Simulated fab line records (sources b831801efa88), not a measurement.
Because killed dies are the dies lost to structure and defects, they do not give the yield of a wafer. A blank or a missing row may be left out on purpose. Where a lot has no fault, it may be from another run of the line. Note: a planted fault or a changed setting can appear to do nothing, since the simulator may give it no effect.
A lot that was struck, set against a sound lot | flow sky130 | 15 out of 708 route steps
Sound: the wafers L325.2, L325.4, L325.6. Struck: wafers L333.1, L333.2, L333.5. Last of all comes the cause.
Order at every step that has rows: each side's tool, ch and its chambers, its first start. Under that, the readings that differ: sound wafers | struck wafers | difference of the means | sigmas: that difference in standard deviations of wafers without a fault.
alike: same words and numbers on both sides, and readings whose means sit less than 2 such deviations apart. not compared: any withheld reading, any reading some wafer has no value for, any bound like >300 that may hide the same value, and any number with overlapping values for which the record gives no deviation.
The two part at a step that has a row with sigmas, a row that says differs or no value, or rows on one side only. When numbers do not overlap yet have no deviation, they are printed without sigmas and do not part them. A reading missing from all wafers of one side parts the sides only when that side holds two or more wafers.

first, 2 steps without rows for these wafers: SKY_NWELL_IMPLANT_12; SKY_NWELL_IMPLANT_13.
SKY_NWELL_STRIP_14: strips in O2/N2.
  sound on plasma-asher-03 ch 0,1, day 7 08:10; struck on plasma-asher-03 ch 0,1, day 9 00:52
  alike: drypump-motor-current-A, oes-product-au, strip-time-to-endpoint-s
  not compared: rf-hours-counter-h
SKY_NWELL_TW_MEAS_15:
  struck on film-metro-04, day 9 00:58; sound on film-metro-02, day 7 08:17
  alike: NWELL_TW
then, 7 steps without rows for these wafers: SKY_NWELL_DEHYDRATE_16 (time 60 s); SKY_NWELL_HMDS_17 (prime time 60 s); SKY_NWELL_COAT_18 (resist thk 3000 nm); SKY_NWELL_SOFTBAKE_19; SKY_NWELL_EXPOSE_20 (exposes mask NWM COMPLEMENT, target cd 840 nm); SKY_NWELL_PEB_21; SKY_NWELL_DEVELOP_22 (develop time 60 s).
SKY_NWELL_OVL_MEAS_23:
  struck on overlay-02, day 9 21:40; sound on overlay-02, day 8 04:23
  reading           | sound       | struck       | difference | sigmas
  NWELL_01_OVL (nm) | 2.1 3.9 1.9 | -0.5 0.8 0.4 | -2.4       | -2
SKY_NWELL_IMPLANT_24:
  sound on implanter-04 ch 0, day 8 04:26; struck on implanter-01 ch 0, day 9 21:43
  reading                   | sound                | struck               | difference | sigmas
  beam-energy-keV           | 139.96 140.03 139.99 | 129.09 129.11 129.09 | -10.90     | -99 or more
  model.implant.drp-nm (nm) | 95.47 95.47 95.47    | 92.49 92.49 92.49    | -2.98      |
  alike: end-station-pressure-torr
SKY_NWELL_STRIP_25: strips in O2/N2.
  sound on plasma-asher-03 ch 0,1, day 8 04:34; struck on plasma-asher-01 ch 0,1, day 9 21:52
  alike: drypump-motor-current-A, oes-product-au, strip-time-to-endpoint-s
  not compared: rf-hours-counter-h
-- the record jumps here: 40 days lie between the struck wafers' starts before and after (it left off in module NWELL and takes up again in module PAD_OPEN, whose first step shown is number 708 of the route) --
SKY_PAD_OPEN_PROBE_99:
  struck on prober-02, day 50 00:29; sound on prober-01, day 48 14:47
  reading                                 | sound                         | struck                       | difference | sigmas
  model.etest.res-iso-pwell.rs-ohm-sq     | 3441 3285 3497                | 4206 4058 4244               | +762       |
  model.etest.pfet_16v.r-on-ohm-um        | 1.549e+04 1.524e+04 1.561e+04 | 1.597e+04 1.596e+04 1.63e+04 | +6.300e+02 |
  model.etest.res-iso-pwell.line-ohm-um   | 1303 1239 1346                | 1626 1537 1651               | +309       |
  model.etest.res-iso-pwell.width-nm (nm) | 2648 2638 2634                | 2625 2628 2608               | -20        |
  model.etest.res-nwell.width-nm (nm)     | 853.9 846.9 848               | 876.4 867.6 875.1            | +23.4      |
  model.etest.pfet_16v.drive-ua-um        | 243.4 248.7 243.2             | 238.8 242.5 235.1            | -6.3       |
  model.etest.field-n.vt-v (V)            | 35.71 35.55 35.7              | 33.58 33.69 33.51            | -2.06      |
  alike: killed_at_M0_to_M3, killed_at_M4_up, killed-at-contacts, killed-at-front-end, killed-at-other, killed-dies, killed-open, killed-short
  not compared: model.etest.tip_n_5v.rs-ohm-sq

## WHERE THEY PART
At SKY_NWELL_OVL_MEAS_23 first; at SKY_NWELL_IMPLANT_24 last (within this record only). Later steps at which nothing parts them and some readings are alike: SKY_NWELL_STRIP_25, SKY_PAD_OPEN_PROBE_99.

WHY: what had been put in by the simulator
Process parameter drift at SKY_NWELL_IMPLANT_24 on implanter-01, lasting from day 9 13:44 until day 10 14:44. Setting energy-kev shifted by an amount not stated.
